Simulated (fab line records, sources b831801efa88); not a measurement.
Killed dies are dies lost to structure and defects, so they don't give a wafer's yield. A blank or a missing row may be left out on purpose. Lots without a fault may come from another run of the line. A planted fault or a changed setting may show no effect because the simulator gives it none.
Chamber matching | flow gf180mcu | GF_V1_CMP_26 on cmp-01: 4 sister chambers
The step polishes, stops on SiO2, t overpolish 15.68 s, target thk 0 nm. 4 wafers are shown with their chamber, then 8 later ones without.

WAFERS WITH THEIR CHAMBER
wafer  | chamber | motor_current_A (A)
L535.6 | 1       | 11.2
L540.3 | 0       | 13.0
L540.4 | 3       | 11.1
L545.1 | 2       | 10.0

WAFERS WITHOUT THEIR CHAMBER
wafer  | motor_current_A (A)
L545.3 | 11.5
L545.4 | 12.9
L546.1 | 10.5
L546.3 | 11.2
L546.6 | 10.5
L547.1 | 10.4
L547.2 | 10.9
L547.6 | 10.9

WHICH CHAMBER EACH WENT THROUGH
wafer  | from the rows above          | in truth
L545.3 | can't be placed: 1 or 3      | 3
L545.4 | 0                            | 0
L546.1 | can't be placed: 2 or 3 or 1 | 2
L546.3 | can't be placed: 1 or 3      | 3
L546.6 | can't be placed: 2 or 3 or 1 | 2
L547.1 | can't be placed: 2 or 3 or 1 | 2
L547.2 | can't be placed: 3 or 1      | 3
L547.6 | can't be placed: 3 or 1      | 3
Placed correctly: 1 of 8. Can't be placed from these rows: 7 (the true chamber is among the candidates in 7). Placed wrongly: 0.
How it was worked out, from the rows above alone: a wafer's distance from a chamber is the root of the sum, over the readings, of the square of ((its reading less the chamber's mean) divided by the reading's scatter). The wafer belongs to the nearest chamber; if the next one is less than 2 further off, it can't be placed. A chamber's mean is the mean of its shown wafers. The scatter: with one shown wafer a chamber, the root of the mean of the squares of how far each hidden wafer lies from its nearest shown one.
